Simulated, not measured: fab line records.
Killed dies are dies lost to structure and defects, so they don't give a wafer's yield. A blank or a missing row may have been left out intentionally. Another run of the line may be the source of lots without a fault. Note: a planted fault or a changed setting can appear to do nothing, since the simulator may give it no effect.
fab line records -- flow sky130 -- part 1 of 2: steps 1 to 27 of 38
record: lots: 5, wafers: 15, last-day: 50
route steps=708 shown VT_ADJUST_LVTN@102 VT_ADJUST_NCORE@119 VT_ADJUST_HVTR@131
lots that met no fault: from a run of the same line without faults
start-h: hours from the record's first day to the start of the lot's first wafer shown -- wait-h: hours since the lot's step before -- " the same as in the row above -- L1.1+2: a row that stands for several wafers -- - either no value or no given start -- * or withheld: withheld -- < > ~ a bound
route shown NAME@n: a module of which the file shows steps, and the number in the route of the first -- usual: mean/standard deviation of fault-free wafers -- same: alike in all rows -- chamber/n: place in a boat -- sites: the reading at each site -- _std_site: their standard deviation -- _edge_site: mean of outer sites minus mean of inner sites -- radius-mm: how far each site lies from the wafer's centre -- mask NAME#n: copy n -- behind: the tool/chamber that last shaped the wafer -- hold: cause of the lot's hold/its duration in hours/its outcome -- device: names the non-switching transistor (n, p or np) -- end of line: at the end of the route, the tests of the same wafers -- where a step has no rows: the recipe by itself -- killed: the dies lost at the first sort to structure and to defects; this is not the yield of the wafer -- map: the dies of a wafer, with x for killed, . for not killed, _ for no die there
set.NAME: the setting as run; set.NAME@STEP: as run at that earlier step -- model.NAME: the simulator's own value behind a step, which no gauge read
lots seen at some steps along the route; tables by step, rows by wafer
services: when a tool's chamber went out of use (start-h, in hours from the record's first day, below 0 if earlier), for how many hours, and the reason
== steps ==
step: SKY_VT_ADJUST_LVTN_PEB_05
recipe: temp-c: 115, time-s: withheld
usual: exhaust-pa: 45.0/0.75
lot.wafer,tool,chamber,start-h,wait-h,exhaust-pa
L075.1,litho-track-04,0,-,-,44.0
L075.4,litho-track-04,0,-,-,45.4
L075.5,litho-track-04,0,-,-,45.4
L083.1,litho-track-02,0,-,-,45.2
L083.3,litho-track-02,0,-,-,45.3
L083.6,litho-track-02,0,-,-,44.5
L090.1,litho-track-02,0,-,-,46.3
L090.3,litho-track-02,0,-,-,44.1
L090.6,litho-track-02,0,-,-,45.3
L092.1,litho-track-01,0,-,-,44.8
L092.2,litho-track-01,0,-,-,45.9
L092.3,litho-track-01,0,-,-,44.3
L095.1,litho-track-01,0,-,-,43.8
L095.2,litho-track-01,0,-,-,44.2
L095.3,litho-track-01,0,-,-,45.1
step: SKY_VT_ADJUST_LVTN_DEVELOP_06
recipe: wall-angle-deg: 90, developer: TMAH, develop-time-s: 60, dev-temp-c: 23
usual: exhaust-pa: 45.2/0.75
lot.wafer,tool,chamber,start-h,wait-h,exhaust-pa
L075.1,litho-track-04,0,-,-,44.4
L075.4,litho-track-04,0,-,-,45.1
L075.5,litho-track-04,0,-,-,44.0
L083.1,litho-track-02,0,-,-,44.2
L083.3,litho-track-02,0,-,-,44.7
L083.6,litho-track-02,0,-,-,44.2
L090.1,litho-track-02,0,-,-,45.5
L090.3,litho-track-02,0,-,-,46.0
L090.6,litho-track-02,0,-,-,46.2
L092.1,litho-track-01,0,-,-,47.2
L092.2,litho-track-01,0,-,-,44.8
L092.3,litho-track-01,0,-,-,44.7
L095.1,litho-track-01,0,-,-,44.8
L095.2,litho-track-01,0,-,-,44.8
L095.3,litho-track-01,0,-,-,44.7
step: SKY_VT_ADJUST_LVTN_OVL_MEAS_07
usual: VT_ADJUST_LVTN_OVL: -0.9/1.2
lot.wafer,tool,chamber,start-h,wait-h,VT_ADJUST_LVTN_OVL[nm]
L075.1,overlay-01,-,145.93,-,-1.0
L075.4,overlay-01,-,145.93,-,-1.2
L075.5,overlay-01,-,145.93,-,-0.4
L083.1,overlay-02,-,203.88,-,-2.5
L083.3,overlay-02,-,203.88,-,-0.2
L083.6,overlay-02,-,203.88,-,-1.8
L090.1,overlay-01,-,244.98,-,-0.1
L090.3,overlay-01,-,244.98,-,-2.4
L090.6,overlay-01,-,244.98,-,-1.5
L092.1,overlay-02,-,257.47,-,-0.3
L092.2,overlay-02,-,257.47,-,0.6
L092.3,overlay-02,-,257.47,-,-1.0
L095.1,overlay-01,-,274.37,-,-0.4
L095.2,overlay-01,-,274.37,-,-0.3
L095.3,overlay-01,-,274.37,-,-2.4
step: SKY_VT_ADJUST_LVTN_IMPLANT_08
recipe: species: B, energy-kev: 30, dose-cm2: 1.57e+12, tilt-deg: withheld
lot.wafer,tool,chamber,start-h,wait-h
L075.1+4+5,implanter-04,0,145.97,0.0
L083.1+3+6,implanter-03,0,203.92,0.0
L090.1+3+6,implanter-04,0,245.01,0.0
L092.1+2+3,implanter-02,0,257.51,0.0
L095.1+2+3,implanter-03,0,274.41,0.0
step: SKY_VT_ADJUST_LVTN_STRIP_09
recipe: chemistry: O2/N2, power-w: 1400, pressure-mtorr: 1500, platen-temp-c: withheld, o2-flow-sccm: 3000, n2-flow-sccm: 300, overash-fraction: 0.5
usual: drypump-motor-current-A: 5.7/0.33, oes-product-au: 0.722/0.0045, strip-time-to-endpoint-s: 36.93/0.091
lot.wafer,tool,chamber,start-h,wait-h,drypump-motor-current-A,oes-product-au,rf-hours-counter-h,strip-time-to-endpoint-s
L075.1,plasma-asher-02,1,146.12,0.1,5.8,0.723,4,36.84
L075.4,plasma-asher-02,0,146.12,0.1,5.7,0.721,-,36.81
L075.5,plasma-asher-02,1,146.12,0.1,5.8,0.715,-,36.88
L083.1,plasma-asher-04,0,204.07,0.1,5.8,0.717,51,36.96
L083.3,plasma-asher-04,1,204.07,0.1,6.0,0.726,-,36.95
L083.6,plasma-asher-04,0,204.07,0.1,5.8,0.709,-,36.96
L090.1,plasma-asher-02,0,245.16,0.1,5.7,0.720,14,37.05
L090.3,plasma-asher-02,1,245.16,0.1,5.8,0.723,-,37.03
L090.6,plasma-asher-02,0,245.16,0.1,5.7,0.720,-,37.00
L092.1,plasma-asher-02,0,257.66,0.1,5.7,0.717,15,36.93
L092.2,plasma-asher-02,1,257.66,0.1,5.8,0.718,15,36.87
L092.3,plasma-asher-02,0,257.66,0.1,5.7,0.718,-,36.88
L095.1,plasma-asher-03,1,274.56,0.1,5.8,0.721,48,36.93
L095.2,plasma-asher-03,0,274.56,0.1,4.9,0.724,48,36.89
L095.3,plasma-asher-03,0,274.56,0.1,4.9,0.725,-,36.93
step: SKY_VT_ADJUST_LVTN_TW_MEAS_10
usual: VT_ADJUST_LVTN_TW: 242.8/2.5
lot.wafer,tool,chamber,start-h,wait-h,VT_ADJUST_LVTN_TW
L075.1,film-metro-01,-,146.22,0.1,243.4
L075.4,film-metro-01,-,146.22,0.1,243.3
L075.5,film-metro-01,-,146.22,0.1,245.5
L083.1,film-metro-03,-,204.17,0.1,239.9
L083.3,film-metro-03,-,204.17,0.1,239.2
L083.6,film-metro-03,-,204.17,0.1,240.6
L090.1,film-metro-04,-,245.26,0.1,242.0
L090.3,film-metro-04,-,245.26,0.1,242.6
L090.6,film-metro-04,-,245.26,0.1,242.0
L092.1,film-metro-03,-,257.76,0.1,241.2
L092.2,film-metro-03,-,257.76,0.1,239.0
L092.3,film-metro-03,-,257.76,0.1,240.3
L095.1,film-metro-03,-,274.66,0.1,240.7
L095.2,film-metro-03,-,274.66,0.1,240.7
L095.3,film-metro-03,-,274.66,0.1,240.8
step: SKY_VT_ADJUST_LVTN_DEHYDRATE_11
recipe: temp-c: 200, time-s: 60
usual: exhaust-pa: 45.1/0.87
lot.wafer,tool,chamber,start-h,wait-h,exhaust-pa
L075.1,litho-track-02,0,155.08,8.9,45.0
L075.4,litho-track-02,0,155.08,8.9,45.3
L075.5,litho-track-02,0,155.08,8.9,45.7
L083.1,litho-track-01,0,214.72,10.5,45.5
L083.3,litho-track-01,0,214.72,10.5,45.8
L083.6,litho-track-01,0,214.72,10.5,45.0
L090.1,litho-track-02,0,256.68,11.4,47.2
L090.3,litho-track-02,0,256.68,11.4,45.9
L090.6,litho-track-02,0,256.68,11.4,47.1
L092.1,litho-track-01,0,268.57,10.8,45.8
L092.2,litho-track-01,0,268.57,10.8,46.6
L092.3,litho-track-01,0,268.57,10.8,45.3
L095.1,litho-track-01,0,286.77,12.1,44.2
L095.2,litho-track-01,0,286.77,12.1,45.8
L095.3,litho-track-01,0,286.77,12.1,44.2
step: SKY_VT_ADJUST_LVTN_HMDS_12
recipe: prime-time-s: 60, prime-temp-c: 120
usual: exhaust-pa: 45.0/0.84
lot.wafer,tool,chamber,start-h,wait-h,exhaust-pa
L075.1,litho-track-02,0,155.23,0.1,44.5
L075.4,litho-track-02,0,155.23,0.1,44.5
L075.5,litho-track-02,0,155.23,0.1,43.7
L083.1,litho-track-01,0,214.87,0.1,45.0
L083.3,litho-track-01,0,214.87,0.1,44.6
L083.6,litho-track-01,0,214.87,0.1,44.6
L090.1,litho-track-02,0,256.83,0.1,46.1
L090.3,litho-track-02,0,256.83,0.1,43.9
L090.6,litho-track-02,0,256.83,0.1,43.5
L092.1,litho-track-01,0,268.72,0.1,43.8
L092.2,litho-track-01,0,268.72,0.1,43.9
L092.3,litho-track-01,0,268.72,0.1,44.7
L095.1,litho-track-01,0,286.92,0.1,45.3
L095.2,litho-track-01,0,286.92,0.1,45.3
L095.3,litho-track-01,0,286.92,0.1,45.8
step: SKY_VT_ADJUST_LVTN_COAT_13
recipe: resist: NOVOLAK, spin-rpm: 3000, resist-thk-nm: 1140
usual: exhaust-pa: 45.0/0.83
lot.wafer,tool,chamber,start-h,wait-h,exhaust-pa
L075.1,litho-track-02,0,155.38,0.1,45.1
L075.4,litho-track-02,0,155.38,0.1,43.5
L075.5,litho-track-02,0,155.38,0.1,45.7
L083.1,litho-track-01,0,215.02,0.1,45.6
L083.3,litho-track-01,0,215.02,0.1,46.2
L083.6,litho-track-01,0,215.02,0.1,46.2
L090.1,litho-track-02,0,256.98,0.1,44.8
L090.3,litho-track-02,0,256.98,0.1,45.0
L090.6,litho-track-02,0,256.98,0.1,44.5
L092.1,litho-track-01,0,268.87,0.1,46.1
L092.2,litho-track-01,0,268.87,0.1,44.7
L092.3,litho-track-01,0,268.87,0.1,45.3
L095.1,litho-track-01,0,287.07,0.1,46.1
L095.2,litho-track-01,0,287.07,0.1,45.2
L095.3,litho-track-01,0,287.07,0.1,45.3
step: SKY_VT_ADJUST_LVTN_SOFTBAKE_14
recipe: temp-c: 90, time-s: 60, resist: NOVOLAK
usual: exhaust-pa: 45.0/0.86
lot.wafer,tool,chamber,start-h,wait-h,exhaust-pa
L075.1,litho-track-02,0,155.53,0.1,46.8
L075.4,litho-track-02,0,155.53,0.1,45.6
L075.5,litho-track-02,0,155.53,0.1,46.1
L083.1,litho-track-01,0,215.17,0.1,44.5
L083.3,litho-track-01,0,215.17,0.1,44.4
L083.6,litho-track-01,0,215.17,0.1,45.5
L090.1,litho-track-02,0,257.13,0.1,43.8
L090.3,litho-track-02,0,257.13,0.1,45.1
L090.6,litho-track-02,0,257.13,0.1,45.1
L092.1,litho-track-01,0,269.02,0.1,45.4
L092.2,litho-track-01,0,269.02,0.1,44.6
L092.3,litho-track-01,0,269.02,0.1,44.9
L095.1,litho-track-01,0,287.22,0.1,46.6
L095.2,litho-track-01,0,287.22,0.1,46.0
L095.3,litho-track-01,0,287.22,0.1,44.3
step: SKY_VT_ADJUST_LVTN_EXPOSE_15
recipe: mask-id: HVN_STD_DERIVED, na: 0.6, source-shape: conventional, sigma-outer: 0.6, polarization: unpolarized, target-cd-nm: 600, dose-mj: 163
lot.wafer,tool,chamber,start-h,wait-h,mask
L075.1+4+5,iline-stepper-01,0,-,-,HVN_STD_DERIVED#0
L083.1+3+6,iline-stepper-02,0,-,-,HVN_STD_DERIVED#0
L090.1+3+6,iline-stepper-01,0,-,-,HVN_STD_DERIVED#0
L092.1+2+3,iline-stepper-02,0,-,-,HVN_STD_DERIVED#0
L095.1+2+3,iline-stepper-01,0,-,-,HVN_STD_DERIVED#0
step: SKY_VT_ADJUST_LVTN_PEB_16
recipe: temp-c: withheld, time-s: *, resist: NOVOLAK
usual: exhaust-pa: 45.3/0.94
lot.wafer,tool,chamber,start-h,wait-h,exhaust-pa
L075.1,litho-track-01,0,-,-,44.0
L075.4,litho-track-01,0,-,-,44.8
L075.5,litho-track-01,0,-,-,44.7
L083.1,litho-track-02,0,-,-,45.4
L083.3,litho-track-02,0,-,-,44.9
L083.6,litho-track-02,0,-,-,43.3
L090.1,litho-track-01,0,-,-,44.5
L090.3,litho-track-01,0,-,-,46.3
L090.6,litho-track-01,0,-,-,45.5
L092.1,litho-track-01,0,-,-,44.9
L092.2,litho-track-01,0,-,-,44.2
L092.3,litho-track-01,0,-,-,44.2
L095.1,litho-track-04,0,-,-,44.2
L095.2,litho-track-04,0,-,-,45.4
L095.3,litho-track-04,0,-,-,46.1
step: SKY_VT_ADJUST_LVTN_DEVELOP_17
recipe: resist: NOVOLAK, developer: TMAH, develop-time-s: 60, dev-temp-c: 23
usual: exhaust-pa: 45.0/0.85
lot.wafer,tool,chamber,start-h,wait-h,exhaust-pa
L075.1,litho-track-01,0,165.62,0.1,44.3
L075.4,litho-track-01,0,165.62,0.1,44.6
L075.5,litho-track-01,0,165.62,0.1,44.1
L083.1,litho-track-02,0,226.08,0.1,45.2
L083.3,litho-track-02,0,226.08,0.1,46.5
L083.6,litho-track-02,0,226.08,0.1,45.8
L090.1,litho-track-01,0,268.42,0.1,45.2
L090.3,litho-track-01,0,268.42,0.1,45.4
L090.6,litho-track-01,0,268.42,0.1,46.2
L092.1,litho-track-01,0,280.42,0.1,45.8
L092.2,litho-track-01,0,280.42,0.1,44.7
L092.3,litho-track-01,0,280.42,0.1,45.3
L095.1,litho-track-04,0,299.08,0.1,46.6
L095.2,litho-track-04,0,299.08,0.1,45.3
L095.3,litho-track-04,0,299.08,0.1,44.7
step: SKY_VT_ADJUST_LVTN_OVL_MEAS_18
usual: VT_ADJUST_LVTN_01_OVL: -0.8/1.2
lot.wafer,tool,chamber,start-h,wait-h,VT_ADJUST_LVTN_01_OVL[nm]
L075.1,overlay-02,-,165.77,0.1,-3.0
L075.4,overlay-02,-,165.77,0.1,-0.4
L075.5,overlay-02,-,165.77,0.1,-2.3
L083.1,overlay-01,-,226.23,0.1,-1.1
L083.3,overlay-01,-,226.23,0.1,-3.5
L083.6,overlay-01,-,226.23,0.1,-2.2
L090.1,overlay-01,-,268.57,0.1,1.3
L090.3,overlay-01,-,268.57,0.1,-2.9
L090.6,overlay-01,-,268.57,0.1,1.1
L092.1,overlay-01,-,280.57,0.1,-0.9
L092.2,overlay-01,-,280.57,0.1,0.1
L092.3,overlay-01,-,280.57,0.1,-0.4
L095.1,overlay-01,-,299.23,0.1,-0.1
L095.2,overlay-01,-,299.23,0.1,-0.8
L095.3,overlay-01,-,299.23,0.1,-0.5
step: SKY_VT_ADJUST_LVTN_IMPLANT_19
recipe: species: B, energy-kev: 30, dose-cm2: 6.5e+11, tilt-deg: withheld
lot.wafer,tool,chamber,start-h,wait-h
L075.1+4+5,implanter-02,0,165.81,0.0
L083.1+3+6,implanter-04,0,226.26,0.0
L090.1+3+6,implanter-04,0,268.61,0.0
L092.1+2+3,implanter-02,0,280.61,0.0
L095.1+2+3,implanter-03,0,299.27,0.0
step: SKY_VT_ADJUST_LVTN_STRIP_20
recipe: chemistry: O2/N2, power-w: 1400, pressure-mtorr: 1500, platen-temp-c: withheld, o2-flow-sccm: 3000, n2-flow-sccm: 300, overash-fraction: 0.5
usual: drypump-motor-current-A: 5.7/0.34, oes-product-au: 0.716/0.0046, strip-time-to-endpoint-s: 14.17/0.033
lot.wafer,tool,chamber,start-h,wait-h,drypump-motor-current-A,oes-product-au,rf-hours-counter-h,strip-time-to-endpoint-s
L075.1,plasma-asher-03,1,165.96,0.1,5.8,0.715,37,14.15
L075.4,plasma-asher-03,1,165.96,0.1,5.8,0.716,-,14.14
L075.5,plasma-asher-03,1,165.96,0.1,5.8,0.718,-,14.15
L083.1,plasma-asher-02,1,226.41,0.1,5.8,0.716,12,14.17
L083.3,plasma-asher-02,1,226.41,0.1,5.8,0.715,-,14.13
L083.6,plasma-asher-02,1,226.41,0.1,5.8,0.726,-,14.14
L090.1,plasma-asher-04,0,268.76,0.1,5.8,0.710,57,14.17
L090.3,plasma-asher-04,0,268.76,0.1,5.8,0.712,-,14.16
L090.6,plasma-asher-04,1,268.76,0.1,6.0,0.724,-,14.15
L092.1,plasma-asher-02,0,280.76,0.1,5.7,0.717,17,14.13
L092.2,plasma-asher-02,1,280.76,0.1,5.8,0.712,17,14.12
L092.3,plasma-asher-02,0,280.76,0.1,5.7,0.718,-,14.11
L095.1,plasma-asher-04,0,299.42,0.1,5.8,0.716,61,14.19
L095.2,plasma-asher-04,1,299.42,0.1,6.0,0.727,61,14.14
L095.3,plasma-asher-04,0,299.42,0.1,5.7,0.724,-,14.16
step: SKY_VT_ADJUST_LVTN_TW_MEAS_21
usual: VT_ADJUST_LVTN_2_TW: 189.2/1.6
lot.wafer,tool,chamber,start-h,wait-h,VT_ADJUST_LVTN_2_TW
L075.1,film-metro-04,-,166.06,0.1,189.0
L075.4,film-metro-04,-,166.06,0.1,188.6
L075.5,film-metro-04,-,166.06,0.1,187.5
L083.1,film-metro-03,-,226.51,0.1,188.8
L083.3,film-metro-03,-,226.51,0.1,188.6
L083.6,film-metro-03,-,226.51,0.1,188.1
L090.1,film-metro-04,-,268.86,0.1,188.6
L090.3,film-metro-04,-,268.86,0.1,188.6
L090.6,film-metro-04,-,268.86,0.1,187.7
L092.1,film-metro-04,-,280.86,0.1,189.3
L092.2,film-metro-04,-,280.86,0.1,188.9
L092.3,film-metro-04,-,280.86,0.1,187.5
L095.1,film-metro-03,-,299.52,0.1,188.3
L095.2,film-metro-03,-,299.52,0.1,188.2
L095.3,film-metro-03,-,299.52,0.1,187.5
step: SKY_VT_ADJUST_NCORE_DEHYDRATE_00
recipe: temp-c: 200, time-s: 60
usual: exhaust-pa: 45.0/0.92
lot.wafer,tool,chamber,start-h,wait-h,exhaust-pa
L075.1,litho-track-02,0,174.93,8.9,44.6
L075.4,litho-track-02,0,174.93,8.9,44.8
L075.5,litho-track-02,0,174.93,8.9,44.7
L083.1,litho-track-03,0,237.32,10.8,44.4
L083.3,litho-track-03,0,237.32,10.8,44.5
L083.6,litho-track-03,0,237.32,10.8,44.4
L090.1,litho-track-03,0,279.97,11.1,45.7
L090.3,litho-track-03,0,279.97,11.1,46.2
L090.6,litho-track-03,0,279.97,11.1,45.7
L092.1,litho-track-02,0,292.23,11.4,43.8
L092.2,litho-track-02,0,292.23,11.4,44.2
L092.3,litho-track-02,0,292.23,11.4,45.0
L095.1,litho-track-02,0,310.93,11.4,44.1
L095.2,litho-track-02,0,310.93,11.4,44.4
L095.3,litho-track-02,0,310.93,11.4,45.7
step: SKY_VT_ADJUST_NCORE_HMDS_01
recipe: prime-time-s: 60, prime-temp-c: 120
usual: exhaust-pa: 45.0/0.95
lot.wafer,tool,chamber,start-h,wait-h,exhaust-pa
L075.1,litho-track-02,0,175.08,0.1,43.8
L075.4,litho-track-02,0,175.08,0.1,44.0
L075.5,litho-track-02,0,175.08,0.1,44.2
L083.1,litho-track-03,0,237.47,0.1,45.5
L083.3,litho-track-03,0,237.47,0.1,45.5
L083.6,litho-track-03,0,237.47,0.1,45.2
L090.1,litho-track-03,0,280.12,0.1,45.6
L090.3,litho-track-03,0,280.12,0.1,45.8
L090.6,litho-track-03,0,280.12,0.1,44.9
L092.1,litho-track-02,0,292.38,0.1,43.4
L092.2,litho-track-02,0,292.38,0.1,44.0
L092.3,litho-track-02,0,292.38,0.1,43.0
L095.1,litho-track-02,0,311.08,0.1,45.8
L095.2,litho-track-02,0,311.08,0.1,46.5
L095.3,litho-track-02,0,311.08,0.1,45.7
step: SKY_VT_ADJUST_NCORE_COAT_02
recipe: resist: NOVOLAK, spin-rpm: 3000, resist-thk-nm: 1140
usual: exhaust-pa: 44.8/0.86
lot.wafer,tool,chamber,start-h,wait-h,exhaust-pa
L075.1,litho-track-02,0,175.23,0.1,45.3
L075.4,litho-track-02,0,175.23,0.1,45.2
L075.5,litho-track-02,0,175.23,0.1,45.8
L083.1,litho-track-03,0,237.62,0.1,44.9
L083.3,litho-track-03,0,237.62,0.1,44.6
L083.6,litho-track-03,0,237.62,0.1,43.4
L090.1,litho-track-03,0,280.27,0.1,45.2
L090.3,litho-track-03,0,280.27,0.1,45.1
L090.6,litho-track-03,0,280.27,0.1,44.8
L092.1,litho-track-02,0,292.53,0.1,44.1
L092.2,litho-track-02,0,292.53,0.1,44.0
L092.3,litho-track-02,0,292.53,0.1,45.6
L095.1,litho-track-02,0,311.23,0.1,44.9
L095.2,litho-track-02,0,311.23,0.1,44.0
L095.3,litho-track-02,0,311.23,0.1,44.4
step: SKY_VT_ADJUST_NCORE_SOFTBAKE_03
recipe: temp-c: 90, time-s: 60, resist: NOVOLAK
usual: exhaust-pa: 45.0/0.77
lot.wafer,tool,chamber,start-h,wait-h,exhaust-pa
L075.1,litho-track-02,0,175.38,0.1,45.6
L075.4,litho-track-02,0,175.38,0.1,43.7
L075.5,litho-track-02,0,175.38,0.1,46.1
L083.1,litho-track-03,0,237.77,0.1,45.5
L083.3,litho-track-03,0,237.77,0.1,45.0
L083.6,litho-track-03,0,237.77,0.1,44.0
L090.1,litho-track-03,0,280.42,0.1,44.8
L090.3,litho-track-03,0,280.42,0.1,45.8
L090.6,litho-track-03,0,280.42,0.1,44.5
L092.1,litho-track-02,0,292.68,0.1,45.1
L092.2,litho-track-02,0,292.68,0.1,45.7
L092.3,litho-track-02,0,292.68,0.1,45.1
L095.1,litho-track-02,0,311.38,0.1,45.8
L095.2,litho-track-02,0,311.38,0.1,44.5
L095.3,litho-track-02,0,311.38,0.1,44.0
step: SKY_VT_ADJUST_NCORE_EXPOSE_04
recipe: mask-id: LVTN_COMPLEMENT_THIN, na: 0.6, source-shape: conventional, sigma-outer: 0.6, polarization: unpolarized, target-cd-nm: 380, dose-mj: 139
lot.wafer,tool,chamber,start-h,wait-h,mask
L075.1+4+5,iline-stepper-02,0,-,-,LVTN_COMPLEMENT_THIN#0
L083.1+3+6,iline-stepper-01,0,-,-,LVTN_COMPLEMENT_THIN#0
L090.1+3+6,iline-stepper-02,0,-,-,LVTN_COMPLEMENT_THIN#0
L092.1+2+3,iline-stepper-02,0,-,-,LVTN_COMPLEMENT_THIN#0
L095.1+2+3,iline-stepper-01,0,-,-,LVTN_COMPLEMENT_THIN#0
step: SKY_VT_ADJUST_NCORE_PEB_05
recipe: temp-c: withheld, time-s: *, resist: NOVOLAK
usual: exhaust-pa: 44.8/0.96
lot.wafer,tool,chamber,start-h,wait-h,exhaust-pa
L075.1,litho-track-03,0,-,-,43.3
L075.4,litho-track-03,0,-,-,43.1
L075.5,litho-track-03,0,-,-,43.0
L083.1,litho-track-02,0,-,-,46.7
L083.3,litho-track-02,0,-,-,46.8
L083.6,litho-track-02,0,-,-,44.4
L090.1,litho-track-02,0,-,-,45.1
L090.3,litho-track-02,0,-,-,43.8
L090.6,litho-track-02,0,-,-,44.9
L092.1,litho-track-02,0,-,-,45.8
L092.2,litho-track-02,0,-,-,46.1
L092.3,litho-track-02,0,-,-,45.2
L095.1,litho-track-03,0,-,-,46.4
L095.2,litho-track-03,0,-,-,45.9
L095.3,litho-track-03,0,-,-,46.1
step: SKY_VT_ADJUST_NCORE_DEVELOP_06
recipe: resist: NOVOLAK, developer: TMAH, develop-time-s: 60, dev-temp-c: 23
usual: exhaust-pa: 45.2/0.97
lot.wafer,tool,chamber,start-h,wait-h,exhaust-pa
L075.1,litho-track-03,0,185.82,0.1,45.8
L075.4,litho-track-03,0,185.82,0.1,46.1
L075.5,litho-track-03,0,185.82,0.1,45.8
L083.1,litho-track-02,0,249.68,0.1,44.7
L083.3,litho-track-02,0,249.68,0.1,45.4
L083.6,litho-track-02,0,249.68,0.1,45.7
L090.1,litho-track-02,0,292.08,0.1,45.4
L090.3,litho-track-02,0,292.08,0.1,46.0
L090.6,litho-track-02,0,292.08,0.1,46.8
L092.1,litho-track-02,0,305.63,0.1,44.9
L092.2,litho-track-02,0,305.63,0.1,44.8
L092.3,litho-track-02,0,305.63,0.1,45.6
L095.1,litho-track-03,0,324.27,0.1,43.0
L095.2,litho-track-03,0,324.27,0.1,46.2
L095.3,litho-track-03,0,324.27,0.1,44.7
step: SKY_VT_ADJUST_NCORE_CD_MEAS_07
recipe: target-cd-nm: 380
usual: cd-nm: 380.0/2.3
lot.wafer,tool,chamber,start-h,wait-h,cd-nm
L075.1,cd-sem-02,-,185.97,0.1,381.5
L075.4,cd-sem-02,-,185.97,0.1,383.3
L075.5,cd-sem-02,-,185.97,0.1,380.5
L083.1,cd-sem-02,-,249.83,0.1,381.8
L083.3,cd-sem-02,-,249.83,0.1,383.0
L083.6,cd-sem-02,-,249.83,0.1,381.9
L090.1,cd-sem-02,-,292.23,0.1,381.7
L090.3,cd-sem-02,-,292.23,0.1,381.4
L090.6,cd-sem-02,-,292.23,0.1,382.5
L092.1,cd-sem-01,-,305.78,0.1,381.5
L092.2,cd-sem-01,-,305.78,0.1,381.3
L092.3,cd-sem-01,-,305.78,0.1,380.6
L095.1,cd-sem-01,-,324.42,0.1,381.6
L095.2,cd-sem-01,-,324.42,0.1,379.9
L095.3,cd-sem-01,-,324.42,0.1,381.7
step: SKY_VT_ADJUST_NCORE_OVL_MEAS_08
usual: VT_ADJUST_NCORE_OVL: 0.0/1.5
lot.wafer,tool,chamber,start-h,wait-h,VT_ADJUST_NCORE_OVL[nm]
L075.1,overlay-02,-,186.09,0.1,-1.1
L075.4,overlay-02,-,186.09,0.1,-1.0
L075.5,overlay-02,-,186.09,0.1,-0.3
L083.1,overlay-01,-,249.95,0.1,-3.3
L083.3,overlay-01,-,249.95,0.1,-0.8
L083.6,overlay-01,-,249.95,0.1,0.9
L090.1,overlay-02,-,292.35,0.1,0.5
L090.3,overlay-02,-,292.35,0.1,-1.7
L090.6,overlay-02,-,292.35,0.1,-1.4
L092.1,overlay-02,-,305.90,0.1,-0.5
L092.2,overlay-02,-,305.90,0.1,-2.4
L092.3,overlay-02,-,305.90,0.1,-1.0
L095.1,overlay-02,-,324.54,0.1,0.2
L095.2,overlay-02,-,324.54,0.1,-0.5
L095.3,overlay-02,-,324.54,0.1,1.8
step: SKY_VT_ADJUST_NCORE_IMPLANT_09
recipe: species: B, energy-kev: 10, dose-cm2: 2.4e+12, tilt-deg: withheld
lot.wafer,tool,chamber,start-h,wait-h
L075.1+4+5,implanter-01,0,186.13,0.0
L083.1+3+6,implanter-03,0,249.98,0.0
L090.1+3+6,implanter-02,0,292.38,0.0
L092.1+2+3,implanter-01,0,305.93,0.0
L095.1+2+3,implanter-01,0,324.58,0.0
